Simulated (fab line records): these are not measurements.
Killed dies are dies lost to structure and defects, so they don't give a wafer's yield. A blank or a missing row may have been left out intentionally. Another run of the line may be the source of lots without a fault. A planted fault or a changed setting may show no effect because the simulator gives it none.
fab line records	flow sky130
record: lots: 24	wafers: 72	lastDay: 50
route steps=708 shown POLY_GATE@227 METAL3@533 CAPM@541 VIA4@642
lots with no fault: from the same line, run without faults
startH: hours from the record's opening day to when the first of the lot's shown wafers began	waitH: how many hours have passed since the lot's step before this one	" same as the row above	L1.1+2: a single row standing in for several wafers	- no value, or no start was given	* or withheld: withheld	< > ~ a bound
route shown NAME@n: names a module that has steps shown in the file, with the first one's number in the route	usual: average and standard deviation across the fault-free wafers	same: alike in all rows	chamber/n: place in a boat	sites: readings site by site	_std_site: their standard deviation	_edge_site: inner sites' mean taken away from outer sites' mean	radiusMm: how far each site lies from the wafer's centre	mask NAME#n: copy n	behind: tool/chamber where the wafer was last shaped	hold: why the lot went on hold/how many hours it stayed there/how the hold came to an end	device: transistor that didn't switch, given as n, p or np	end of line: the tests these same wafers got at the end of their route	for a step that has no rows: nothing shown but its recipe	killed: the dies lost at the first sort to structure and to defects; this is not the yield of the wafer	map: the dies of a wafer, with x for killed, . for not killed, _ for no die there
set.NAME: the run value of the setting; set.NAME@STEP: its run value at that earlier step	model.NAME: the simulator's own value behind a step, which no gauge read
steps of the route over a sample of lots; a table a step, a row a wafer
services: from which hour (startH, from the record's first day; less than 0 if before it) a tool's chamber was out of use, for how many hours, and why
== steps ==
step: SKY_POLY_GATE_CD_MEAS_13
recipe: targetCdNm: 150
usual: cdNm: 150.3/1.5
lot.wafer	tool	chamber	startH	waitH	cdNm
L074.1	cdSem-01	-	370.55	-	149.0
L074.5	"	-	"	"	148.9
L074.6	"	-	"	"	148.6
L075.2	cdSem-02	-	376.49	-	152.9
L075.3	"	-	"	"	152.2
L075.6	"	-	"	"	153.3
L076.3	cdSem-02	-	390.56	-	149.2
L076.4	"	-	"	"	148.5
L076.6	"	-	"	"	150.0
L077.3	cdSem-01	-	395.04	-	150.3
L077.4	"	-	"	"	149.6
L077.5	"	-	"	"	151.1
L078.1	cdSem-01	-	405.25	-	151.0
L078.2	"	-	"	"	151.7
L078.3	"	-	"	"	150.8
L079.2	cdSem-01	-	425.79	-	152.4
L079.3	"	-	"	"	152.1
L079.4	"	-	"	"	150.9
L080.2	cdSem-01	-	442.27	-	150.4
L080.3	"	-	"	"	150.3
L080.6	"	-	"	"	151.6
L081.3	cdSem-02	-	442.74	-	152.5
L081.4	"	-	"	"	152.8
L081.6	"	-	"	"	150.7
L082.1	cdSem-01	-	443.20	-	150.6
L082.3	"	-	"	"	150.4
L082.6	"	-	"	"	150.0
L083.1	cdSem-01	-	447.45	-	147.6
L083.2	"	-	"	"	147.6
L083.3	"	-	"	"	147.4
L084.2	cdSem-01	-	450.32	-	149.2
L084.3	"	-	"	"	149.9
L084.5	"	-	"	"	148.8
L085.3	cdSem-01	-	463.84	-	151.0
L085.5	"	-	"	"	152.5
L085.6	"	-	"	"	153.2
L086.3	cdSem-01	-	474.36	-	150.9
L086.5	"	-	"	"	150.5
L086.6	"	-	"	"	151.1
L087.1	cdSem-02	-	479.27	-	151.0
L087.2	"	-	"	"	151.4
L087.5	"	-	"	"	150.7
L088.1	cdSem-01	-	488.10	-	150.4
L088.2	"	-	"	"	149.9
L088.3	"	-	"	"	148.4
L089.1	cdSem-01	-	497.60	-	148.5
L089.3	"	-	"	"	147.1
L089.5	"	-	"	"	147.4
L090.1	cdSem-02	-	542.50	-	152.0
L090.2	"	-	"	"	150.9
L090.3	"	-	"	"	151.5
L091.1	cdSem-01	-	542.90	-	148.3
L091.2	"	-	"	"	148.0
L091.5	"	-	"	"	150.7
L092.4	cdSem-02	-	542.91	-	150.0
L092.5	"	-	"	"	151.6
L092.6	"	-	"	"	151.8
L093.2	cdSem-02	-	543.59	-	151.9
L093.5	"	-	"	"	150.2
L093.6	"	-	"	"	151.7
L094.1	cdSem-01	-	543.92	-	149.8
L094.4	"	-	"	"	149.3
L094.5	"	-	"	"	151.8
L095.3	cdSem-01	-	552.01	-	149.6
L095.4	"	-	"	"	149.9
L095.6	"	-	"	"	149.2
L096.4	cdSem-01	-	558.68	-	151.0
L096.5	"	-	"	"	150.8
L096.6	"	-	"	"	150.8
L097.2	cdSem-02	-	566.64	-	149.4
L097.3	"	-	"	"	148.5
L097.4	"	-	"	"	149.2
step: SKY_METAL3_SPUTTER_01
recipe: material: TiN	targetThkNm: 20	powerW: 6500	timeS: 16.7	chamberPressurePa: 0.4
usual: chamberPressurePa: 0.4000/0.00077	throttleValvePct: 29.5/1
lot.wafer	tool	chamber	startH	waitH	chamberPressurePa	throttleValvePct
L074.1	pvdSputter-04	-	844.64	0.0	0.4002	29.5
L074.5	"	-	"	"	0.4018	28.3
L074.6	"	-	"	"	0.4008	29.9
L075.2	pvdSputter-03	-	851.76	0.0	0.3986	28.5
L075.3	"	-	"	"	0.4010	30.9
L075.6	"	-	"	"	0.3998	29.2
L076.3	pvdSputter-01	-	862.45	0.0	0.3994	30.8
L076.4	"	-	"	"	0.4003	29.4
L076.6	"	-	"	"	0.4007	30.3
L077.3	pvdSputter-04	-	868.51	0.0	0.4009	30.3
L077.4	"	-	"	"	0.3989	28.0
L077.5	"	-	"	"	0.4002	30.1
L078.1	pvdSputter-03	-	878.72	0.0	0.3987	29.4
L078.2	"	-	"	"	0.4004	28.3
L078.3	"	-	"	"	0.3991	28.7
L079.2	pvdSputter-03	-	893.47	0.0	0.3984	28.3
L079.3	"	-	"	"	0.3994	29.2
L079.4	"	-	"	"	0.3997	31.0
L080.2	pvdSputter-03	-	904.20	0.0	0.3997	29.2
L080.3	"	-	"	"	0.4009	31.2
L080.6	"	-	"	"	0.4003	31.3
L081.3	pvdSputter-01	-	906.07	0.0	0.3997	30.1
L081.4	"	-	"	"	0.4000	29.6
L081.6	"	-	"	"	0.4006	30.4
L082.1	pvdSputter-01	-	909.17	0.0	0.4005	30.7
L082.3	"	-	"	"	0.4008	30.0
L082.6	"	-	"	"	0.3999	30.8
L083.1	pvdSputter-04	-	909.52	0.0	0.3983	30.2
L083.2	"	-	"	"	0.4001	29.9
L083.3	"	-	"	"	0.3993	28.5
L084.2	pvdSputter-03	-	915.13	0.0	0.3989	28.2
L084.3	"	-	"	"	0.3999	28.5
L084.5	"	-	"	"	0.3995	29.2
L085.3	pvdSputter-04	-	922.82	0.0	0.3995	28.5
L085.5	"	-	"	"	0.3998	29.7
L085.6	"	-	"	"	0.3994	28.3
L086.3	pvdSputter-03	-	930.55	0.0	0.4008	29.1
L086.5	"	-	"	"	0.3999	28.4
L086.6	"	-	"	"	0.4003	31.2
L087.1	pvdSputter-03	-	937.63	0.0	0.3993	28.1
L087.2	"	-	"	"	0.4004	28.7
L087.5	"	-	"	"	0.4008	31.2
L088.1	pvdSputter-01	-	943.80	0.0	0.4003	30.3
L088.2	"	-	"	"	0.3998	29.3
L088.3	"	-	"	"	0.4000	30.4
L089.1	pvdSputter-01	-	951.51	0.0	0.4001	29.3
L089.3	"	-	"	"	0.3984	30.1
L089.5	"	-	"	"	0.3995	30.9
L090.1	pvdSputter-03	-	985.81	0.0	0.4014	28.8
L090.2	"	-	"	"	0.4002	30.9
L090.3	"	-	"	"	0.3992	29.2
L092.4	pvdSputter-01	-	987.74	0.0	0.4005	30.6
L092.5	"	-	"	"	0.4012	30.8
L092.6	"	-	"	"	0.3994	29.6
L091.1	pvdSputter-03	-	989.29	0.0	0.4001	28.2
L091.2	"	-	"	"	0.4002	31.0
L091.5	"	-	"	"	0.3997	28.6
L093.2	pvdSputter-04	-	989.30	0.0	0.4023	29.7
L093.5	"	-	"	"	0.4006	30.1
L093.6	"	-	"	"	0.4002	28.2
L094.1	pvdSputter-04	-	992.53	0.0	0.4000	30.3
L094.4	"	-	"	"	0.4001	29.9
L094.5	"	-	"	"	0.3989	30.3
L095.3	pvdSputter-04	-	996.71	0.0	0.3983	29.7
L095.4	"	-	"	"	0.4002	28.1
L095.6	"	-	"	"	0.3996	29.7
L096.4	pvdSputter-01	-	1001.44	0.0	0.4007	30.4
L096.5	"	-	"	"	0.3999	29.3
L096.6	"	-	"	"	0.3993	30.6
L097.2	pvdSputter-04	-	1007.09	0.0	0.4002	28.2
L097.3	"	-	"	"	0.4009	28.2
L097.4	"	-	"	"	0.3988	29.9
step: SKY_CAPM_THK_MEAS_04
recipe: thkMeasGauge: xrf	reads: TiN_of_CAPM_SPUTTER_02
usual: CAPM_TIN_THK: 201.7/2.6
lot.wafer	tool	chamber	startH	waitH	CAPM_TIN_THK[nm]
L074.1	filmMetro-04	-	845.09	0.1	200.2
L074.5	"	-	"	"	203.7
L074.6	"	-	"	"	203.6
L075.2	filmMetro-01	-	852.21	0.1	203.5
L075.3	"	-	"	"	202.9
L075.6	"	-	"	"	200.7
L076.3	filmMetro-03	-	862.92	0.1	199.7
L076.4	"	-	"	"	205.3
L076.6	"	-	"	"	200.4
L077.3	filmMetro-03	-	868.98	0.1	201.5
L077.4	"	-	"	"	204.9
L077.5	"	-	"	"	203.4
L078.1	filmMetro-01	-	879.16	0.1	203.8
L078.2	"	-	"	"	199.5
L078.3	"	-	"	"	201.8
L079.2	filmMetro-03	-	893.93	0.1	199.5
L079.3	"	-	"	"	200.8
L079.4	"	-	"	"	203.5
L080.2	filmMetro-04	-	904.65	0.1	201.1
L080.3	"	-	"	"	206.2
L080.6	"	-	"	"	206.6
L081.3	filmMetro-03	-	906.53	0.1	203.0
L081.4	"	-	"	"	200.7
L081.6	"	-	"	"	200.7
L082.1	filmMetro-03	-	909.61	0.1	198.9
L082.3	"	-	"	"	200.5
L082.6	"	-	"	"	198.2
L083.1	filmMetro-01	-	909.96	0.1	200.5
L083.2	"	-	"	"	199.1
L083.3	"	-	"	"	199.9
L084.2	filmMetro-03	-	915.58	0.1	194.9
L084.3	"	-	"	"	199.2
L084.5	"	-	"	"	199.0
L085.3	filmMetro-01	-	923.28	0.1	205.6
L085.5	"	-	"	"	199.2
L085.6	"	-	"	"	202.2
L086.3	filmMetro-04	-	931.02	0.1	203.5
L086.5	"	-	"	"	202.1
L086.6	"	-	"	"	204.0
L087.1	filmMetro-03	-	938.07	0.1	201.5
L087.2	"	-	"	"	200.5
L087.5	"	-	"	"	200.5
L088.1	filmMetro-01	-	944.25	0.1	198.3
L088.2	"	-	"	"	197.2
L088.3	"	-	"	"	196.1
L089.1	filmMetro-04	-	951.95	0.1	202.6
L089.3	"	-	"	"	205.3
L089.5	"	-	"	"	206.8
L090.1	filmMetro-03	-	986.26	0.1	204.8
L090.2	"	-	"	"	204.3
L090.3	"	-	"	"	202.6
L092.4	filmMetro-04	-	988.22	0.1	206.5
L092.5	"	-	"	"	202.0
L092.6	"	-	"	"	205.5
L091.1	filmMetro-01	-	989.74	0.1	206.3
L091.2	"	-	"	"	203.2
L091.5	"	-	"	"	202.9
L093.2	filmMetro-03	-	989.75	0.1	202.4
L093.5	"	-	"	"	199.4
L093.6	"	-	"	"	198.9
L094.1	filmMetro-03	-	992.98	0.1	204.7
L094.4	"	-	"	"	204.3
L094.5	"	-	"	"	205.0
L095.3	filmMetro-03	-	997.18	0.1	200.3
L095.4	"	-	"	"	203.4
L095.6	"	-	"	"	202.3
L096.4	filmMetro-03	-	1001.92	0.1	203.3
L096.5	"	-	"	"	204.1
L096.6	"	-	"	"	199.7
L097.2	filmMetro-01	-	1007.58	0.1	201.8
L097.3	"	-	"	"	201.8
L097.4	"	-	"	"	199.5
step: SKY_CAPM_STRIP_14
recipe: chemistry: O2/N2	powerW: 1400	pressureMtorr: 1500	platenTempC: withheld	o2FlowSccm: 3000	n2FlowSccm: 300	overashFraction: 0.5
usual: drypumpMotorCurrentA: 5.67/0.29	oesProductAu: 0.710/0.0043	stripTimeToEndpointS: 12.68/0.042
lot.wafer	tool	chamber	startH	waitH	drypumpMotorCurrentA	oesProductAu	rfHoursCounterH	stripTimeToEndpointS
L074.1	plasmaAsher-04	0	871.41	0.1	5.77	0.710	44	12.65
L074.5	"	0	"	"	5.70	0.716	-	12.62
L074.6	"	1	"	"	6.02	0.714	-	12.61
L075.2	plasmaAsher-04	0	878.46	0.1	5.76	0.713	44	12.68
L075.3	"	0	"	"	5.75	0.711	-	12.69
L075.6	"	1	"	"	5.98	0.712	-	12.63
L076.3	plasmaAsher-04	1	888.10	0.1	6.00	0.714	-	12.73
L076.4	"	0	"	"	5.71	0.710	-	12.78
L076.6	"	1	"	"	6.00	0.708	-	12.74
L077.3	plasmaAsher-01	1	894.53	0.1	5.49	0.702	-	12.72
L077.4	"	0	"	"	5.28	0.715	-	12.70
L077.5	"	1	"	"	5.49	0.707	-	12.64
L078.1	plasmaAsher-01	0	904.88	0.1	5.30	0.709	16	12.69
L078.2	"	1	"	"	5.46	0.714	16	12.73
L078.3	"	0	"	"	5.30	0.709	-	12.71
L079.2	plasmaAsher-01	1	919.13	0.1	5.46	0.707	17	12.68
L079.3	"	0	"	"	5.30	0.707	-	12.69
L079.4	"	1	"	"	5.47	0.711	-	12.68
L080.2	plasmaAsher-01	1	928.76	0.1	5.49	0.715	18	12.72
L080.3	"	1	"	"	5.52	0.708	-	12.64
L080.6	"	0	"	"	5.25	0.706	-	12.66
L081.3	plasmaAsher-04	1	930.85	0.1	5.99	0.715	-	12.68
L081.4	"	0	"	"	5.75	0.713	-	12.65
L081.6	"	0	"	"	5.76	0.710	-	12.63
L082.1	plasmaAsher-04	1	933.76	0.1	6.00	0.707	50	12.69
L082.3	"	1	"	"	5.99	0.697	-	12.65
L082.6	"	0	"	"	5.71	0.719	-	12.66
L083.1	plasmaAsher-01	0	934.27	0.1	5.25	0.710	19	12.69
L083.2	"	1	"	"	5.47	0.715	19	12.68
L083.3	"	0	"	"	5.29	0.708	-	12.76
L084.2	plasmaAsher-01	1	939.83	0.1	5.49	0.709	19	12.78
L084.3	"	1	"	"	5.49	0.708	-	12.74
L084.5	"	1	"	"	5.51	0.714	-	12.68
L085.3	plasmaAsher-04	1	948.20	0.1	5.98	0.713	-	12.62
L085.5	"	0	"	"	5.72	0.708	-	12.68
L085.6	"	1	"	"	6.00	0.709	-	12.65
L086.3	plasmaAsher-04	0	955.70	0.1	5.71	0.714	-	12.56
L086.5	"	0	"	"	5.72	0.714	-	12.63
L086.6	"	1	"	"	6.00	0.712	-	12.64
L087.1	plasmaAsher-04	1	961.82	0.1	5.99	0.719	53	12.63
L087.2	"	0	"	"	5.72	0.713	53	12.69
L087.5	"	0	"	"	5.74	0.711	-	12.67
L088.1	plasmaAsher-01	1	968.68	0.1	5.48	0.717	23	12.57
L088.2	"	0	"	"	5.30	0.714	23	12.58
L088.3	"	0	"	"	5.31	0.710	-	12.61
L089.1	plasmaAsher-04	1	975.81	0.1	5.99	0.714	55	12.75
L089.3	"	0	"	"	5.71	0.706	-	12.71
L089.5	"	0	"	"	5.72	0.706	-	12.72
L090.1	plasmaAsher-01	1	1009.42	0.1	5.54	0.715	26	12.71
L090.2	"	0	"	"	5.31	0.706	26	12.75
L090.3	"	0	"	"	5.31	0.711	-	12.70
L092.4	plasmaAsher-04	0	1010.51	0.1	5.73	0.717	-	12.67
L092.5	"	0	"	"	5.71	0.716	-	12.66
L092.6	"	1	"	"	6.02	0.712	-	12.68
L091.1	plasmaAsher-01	0	1012.23	0.1	5.30	0.710	27	12.68
L091.2	"	1	"	"	5.46	0.718	27	12.68
L091.5	"	1	"	"	5.47	0.716	-	12.70
L093.2	plasmaAsher-04	0	1012.57	0.1	5.71	0.708	58	12.69
L093.5	"	0	"	"	5.72	0.707	-	12.73
L093.6	"	1	"	"	5.99	0.705	-	12.68
L094.1	plasmaAsher-01	1	1015.52	0.1	5.50	0.713	27	12.66
L094.4	"	0	"	"	5.31	0.713	-	12.67
L094.5	"	0	"	"	5.29	0.703	-	12.66
L095.3	plasmaAsher-01	1	1019.81	0.1	5.52	0.715	-	12.68
L095.4	"	0	"	"	5.30	0.708	-	12.60
L095.6	"	0	"	"	5.30	0.708	-	12.64
L096.4	plasmaAsher-03	0	1024.05	0.1	6.20	0.707	-	12.67
L096.5	"	0	"	"	6.20	0.707	-	12.72
L096.6	"	1	"	"	6.16	0.710	-	12.66
L097.2	plasmaAsher-03	0	1030.33	0.1	6.21	0.714	117	12.70
L097.3	"	0	"	"	6.23	0.708	-	12.71
L097.4	"	1	"	"	6.18	0.711	-	12.69
step: SKY_METAL3_ETCH_16
recipe: chemistry: N2/H2	target: BARC	ionEnergyEv: 200	biasW: 100	pressureMtorr: 30	n2FlowSccm: 100	h2FlowSccm: 200	icpW: 500	stopOn: SiO2	timeS: 88.2	targetDepthA: 600
usual: drypumpMotorCurrentA: 5.9/0.34	oesProductAu: 0.625/0.0047	throttleValvePct: 13.205/0.0095
lot.wafer	tool	chamber	startH	waitH	drypumpMotorCurrentA	oesProductAu	rfHoursCounterH	throttleValvePct
L074.1	rieMetal-02	0	898.09	0.0	6.3	0.619	19	13.196
L074.5	"	0	"	"	6.3	0.616	-	13.214
L074.6	"	1	"	"	6.0	0.627	-	13.205
L075.2	rieMetal-04	0	904.65	0.0	5.9	0.638	10	13.216
L075.3	"	0	"	"	6.0	0.615	-	13.214
L075.6	"	0	"	"	6.0	0.631	-	13.193
L076.3	rieMetal-01	0	914.17	0.0	5.1	0.626	-	13.202
L076.4	"	1	"	"	6.0	0.627	-	13.213
L076.6	"	1	"	"	6.0	0.624	-	13.207
L077.3	rieMetal-02	0	920.34	0.0	6.3	0.624	-	13.203
L077.4	"	1	"	"	6.0	0.627	-	13.197
L077.5	"	1	"	"	6.0	0.636	-	13.209
L078.1	rieMetal-02	0	930.21	0.0	6.3	0.624	21	13.193
L078.2	"	1	"	"	6.0	0.622	4	13.205
L078.3	"	0	"	"	6.3	0.624	-	13.199
L079.2	rieMetal-04	0	944.16	0.0	6.0	0.618	11	13.206
L079.3	"	1	"	"	6.0	0.622	-	13.196
L079.4	"	0	"	"	6.0	0.623	-	13.221
L080.2	rieMetal-01	0	954.26	0.0	5.1	0.626	11	13.199
L080.3	"	0	"	"	5.1	0.623	-	13.195
L080.6	"	0	"	"	5.1	0.621	-	13.197
L081.3	rieMetal-01	0	956.69	0.0	5.2	0.627	-	13.208
L081.4	"	1	"	"	6.0	0.620	-	13.213
L081.6	"	1	"	"	6.0	0.620	-	13.200
L082.1	rieMetal-04	1	959.39	0.0	5.9	0.623	2	13.200
L082.3	"	1	"	"	5.9	0.621	-	13.197
L082.6	"	0	"	"	6.0	0.624	-	13.201
L083.1	rieMetal-01	0	959.74	0.0	5.1	0.624	12	13.200
L083.2	"	1	"	"	6.0	0.620	5	13.200
L083.3	"	1	"	"	6.0	0.623	-	13.204
L084.2	rieMetal-04	1	965.25	0.0	6.0	0.628	3	13.210
L084.3	"	0	"	"	6.0	0.625	-	13.199
L084.5	"	0	"	"	6.0	0.633	-	13.206
L085.3	rieMetal-01	1	973.47	0.0	6.0	0.625	-	13.224
L085.5	"	1	"	"	6.0	0.629	-	13.190
L085.6	"	0	"	"	5.1	0.638	-	13.204
L086.3	rieMetal-04	1	980.81	0.0	6.0	0.628	-	13.197
L086.5	"	1	"	"	6.0	0.619	-	13.208
L086.6	"	0	"	"	5.9	0.629	-	13.206
L087.1	rieMetal-01	0	986.66	0.0	5.1	0.623	13	13.210
L087.2	"	1	"	"	6.0	0.628	6	13.219
L087.5	"	0	"	"	5.2	0.621	-	13.213
L088.1	rieMetal-02	1	993.29	0.1	6.0	0.620	8	13.220
L088.2	"	1	"	"	6.0	0.628	-	13.188
L088.3	"	1	"	"	6.0	0.623	-	13.205
L089.1	rieMetal-04	1	998.88	0.1	5.9	0.626	5	13.200
L089.3	"	1	"	"	6.0	0.622	-	13.203
L089.5	"	1	"	"	6.0	0.621	-	13.214
L090.1	rieMetal-01	1	1032.79	0.0	6.0	0.612	8	13.203
L090.2	"	0	"	"	5.1	0.617	15	13.201
L090.3	"	1	"	"	6.0	0.628	-	13.200
L092.4	rieMetal-04	0	1034.24	0.0	5.9	0.624	-	13.205
L092.5	"	1	"	"	6.0	0.628	-	13.185
L092.6	"	0	"	"	6.0	0.623	-	13.203
L091.1	rieMetal-01	0	1035.20	0.0	5.1	0.626	16	13.211
L091.2	"	1	"	"	6.0	0.627	9	13.195
L091.5	"	0	"	"	5.1	0.631	-	13.206
L093.2	rieMetal-04	1	1035.34	0.0	6.0	0.626	7	13.207
L093.5	"	1	"	"	6.0	0.628	-	13.222
L093.6	"	0	"	"	6.0	0.628	-	13.207
L094.1	rieMetal-04	0	1038.89	0.0	5.9	0.617	16	13.199
L094.4	"	0	"	"	6.0	0.623	-	13.203
L094.5	"	0	"	"	6.0	0.624	-	13.197
L095.3	rieMetal-04	1	1043.44	0.0	6.0	0.625	-	13.200
L095.4	"	0	"	"	6.0	0.623	-	13.187
L095.6	"	0	"	"	6.0	0.625	-	13.204
L096.4	rieMetal-04	0	1046.99	0.0	5.9	0.627	-	13.199
L096.5	"	0	"	"	6.0	0.627	-	13.216
L096.6	"	1	"	"	6.0	0.620	-	13.228
L097.2	rieMetal-02	1	1053.44	0.0	6.0	0.626	13	13.201
L097.3	"	1	"	"	6.0	0.623	-	13.198
L097.4	"	0	"	"	6.3	0.626	-	13.206
step: SKY_VIA4_BOW_MEAS_03
recipe: mode: bow
usual: VIA4_BOW: 79/9.8
lot.wafer	tool	chamber	startH	waitH	VIA4_BOW[um]
L074.1	filmMetro-03	-	978.18	0.2	96
L074.5	"	-	"	"	104
L074.6	"	-	"	"	89
L075.2	filmMetro-04	-	983.65	0.1	86
L075.3	"	-	"	"	92
L075.6	"	-	"	"	91
L076.3	filmMetro-04	-	992.92	0.2	100
L076.4	"	-	"	"	93
L076.6	"	-	"	"	94
L077.3	filmMetro-03	-	999.78	0.2	92
L077.4	"	-	"	"	94
L077.5	"	-	"	"	85
L078.1	filmMetro-04	-	1007.36	0.1	89
L078.2	"	-	"	"	68
L078.3	"	-	"	"	79
L079.2	filmMetro-03	-	1020.65	0.3	69
L079.3	"	-	"	"	68
L079.4	"	-	"	"	78
L080.2	filmMetro-03	-	1029.98	0.2	80
L080.3	"	-	"	"	87
L080.6	"	-	"	"	75
L081.3	filmMetro-02	-	1032.52	0.2	72
L081.4	"	-	"	"	76
L081.6	"	-	"	"	69
L082.1	filmMetro-03	-	1035.17	0.1	78
L082.3	"	-	"	"	81
L082.6	"	-	"	"	76
L083.1	filmMetro-04	-	1035.51	0.2	66
L083.2	"	-	"	"	75
L083.3	"	-	"	"	69
L084.2	filmMetro-02	-	1038.57	0.1	91
L084.3	"	-	"	"	89
L084.5	"	-	"	"	87
L085.3	filmMetro-02	-	1047.00	0.1	68
L085.5	"	-	"	"	68
L085.6	"	-	"	"	68
L086.3	filmMetro-04	-	1053.36	0.2	68
L086.5	"	-	"	"	76
L086.6	"	-	"	"	80
L087.1	filmMetro-02	-	1059.17	0.2	86
L087.2	"	-	"	"	68
L087.5	"	-	"	"	75
L088.1	filmMetro-02	-	1066.17	0.2	82
L088.2	"	-	"	"	75
L088.3	"	-	"	"	79
L089.1	filmMetro-02	-	1071.39	0.1	82
L089.3	"	-	"	"	74
L089.5	"	-	"	"	70
L090.1	filmMetro-04	-	1102.36	0.2	79
L090.2	"	-	"	"	84
L090.3	"	-	"	"	86
L092.4	filmMetro-03	-	1103.55	0.2	79
L092.5	"	-	"	"	92
L092.6	"	-	"	"	76
L091.1	filmMetro-02	-	1103.84	0.1	82
L091.2	"	-	"	"	69
L091.5	"	-	"	"	91
L093.2	filmMetro-02	-	1105.00	0.1	84
L093.5	"	-	"	"	80
L093.6	"	-	"	"	72
L094.1	filmMetro-04	-	1106.28	0.1	73
L094.4	"	-	"	"	75
L094.5	"	-	"	"	73
L095.3	filmMetro-03	-	1113.80	0.3	69
L095.4	"	-	"	"	85
L095.6	"	-	"	"	78
L096.4	filmMetro-02	-	1115.18	0.2	65
L096.5	"	-	"	"	62
L096.6	"	-	"	"	61
L097.2	filmMetro-03	-	1121.38	0.1	81
L097.3	"	-	"	"	88
L097.4	"	-	"	"	96
== services ==
tool	chamber	startH	hours	kind
pvdSputter-04	3	832.59	-	consumableReplace:kit
rieMetal-04	-	834.19	1.8	repair
rieMetal-04	0	835.49	5.0	repair
rieMetal-04	-	850.96	14.6	pm
pvdSputter-03	-	879.07	4.5	repair
plasmaAsher-01	-	882.11	1.3	repair
rieMetal-04	1	884.95	-	clean
rieMetal-04	1	884.95	13.9	scheduledDown
rieMetal-04	1	884.95	13.9	ventCycle
rieMetal-04	-	914.62	5.7	repair
pvdSputter-03	-	928.79	0.6	repair
rieMetal-01	-	942.61	0.2	repair
plasmaAsher-03	-	947.70	14.6	pm
rieMetal-04	0	988.36	15.6	repair
pvdSputter-03	0	989.62	-	consumableReplace:kit
pvdSputter-03	0	989.62	18.0	scheduledDown
pvdSputter-03	0	989.62	18.0	ventCycle
pvdSputter-03	-	999.83	1.9	repair
pvdSputter-01	-	1008.39	2.2	repair
pvdSputter-04	-	1020.70	25.5	repair
pvdSputter-03	-	1029.83	0.6	repair
pvdSputter-04	-	1037.26	3.9	repair
rieMetal-02	-	1037.84	0.4	repair
rieMetal-04	1	1048.15	2.4	repair
== key ==
fault none
